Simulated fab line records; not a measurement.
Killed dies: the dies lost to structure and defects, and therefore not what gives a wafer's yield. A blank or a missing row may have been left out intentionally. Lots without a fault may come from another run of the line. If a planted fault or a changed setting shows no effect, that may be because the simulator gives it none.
Matching of chambers + flow sfqLine + 4 sister chambers for SFQ_TRILAYER_I3_CMP_CMP_082 on cmp-02
The step polishes SiO2. 8 wafers are shown with their chamber, then 11 later ones without.

== WAFERS PAIRED WITH THEIR CHAMBERS ==
| wafer  | chamber | motorCurrentA (A) | timeToEndpointS (s) |
|--------|---------|-------------------|---------------------|
| L898.1 | 3       | 11.4              | 215                 |
| L899.3 | 1       | 10.4              | 210                 |
| L901.2 | 3       | 11.8              | 203                 |
| L901.3 | 2       | 9.6               | 211                 |
| L903.2 | 2       | 9.3               | 204                 |
| L903.5 | 0       | 9.3               | 204                 |
| L903.6 | 1       | 10.1              | 207                 |
| L905.1 | 0       | 9.6               | 208                 |

== WAFERS MISSING THEIR CHAMBER ==
| wafer  | motorCurrentA (A) | timeToEndpointS (s) |
|--------|-------------------|---------------------|
| L905.4 | 10.7              | 206                 |
| L905.5 | 10.2              | 208                 |
| L906.3 | 12.0              | 203                 |
| L906.1 | 9.0               | 196                 |
| L906.6 | 11.6              | 211                 |
| L907.3 | 9.7               | 209                 |
| L907.4 | 9.1               | 215                 |
| L907.5 | 9.6               | 217                 |
| L908.1 | 9.6               | 211                 |
| L908.2 | 9.2               | 205                 |
| L908.3 | 10.3              | 218                 |

== WHICH CHAMBER EACH WENT THROUGH ==
| wafer  | from the rows above          | in truth |
|--------|------------------------------|----------|
| L905.4 | can't be placed: 1 or 3      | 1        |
| L905.5 | 1                            | 1        |
| L906.3 | 3                            | 3        |
| L906.1 | can't be placed: 0 or 2      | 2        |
| L906.6 | 3                            | 3        |
| L907.3 | can't be placed: 2 or 0 or 1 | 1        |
| L907.4 | can't be placed: 2 or 0      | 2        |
| L907.5 | can't be placed: 2 or 0 or 1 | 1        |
| L908.1 | can't be placed: 2 or 0 or 1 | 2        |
| L908.2 | can't be placed: 0 or 2      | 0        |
| L908.3 | 1                            | 1        |
Placed correctly: 4 of 11. Not placeable from these rows: 7 (in 7, the candidates include the true chamber). Number placed wrongly: 0.
How it was worked out, from the rows above alone: a wafer's distance from a chamber is the root of the sum, over the readings, of the square of ((its reading less the chamber's mean) divided by the reading's scatter). If the next closest chamber is less than 2 further off than the closest, the wafer can't be placed; otherwise it belongs to the closest. For every chamber, the mean is computed from those of its wafers that are shown. The scatter: the root of (the sum of the squares of (reading less its chamber's mean) over the shown wafers, divided by (wafers less chambers)).
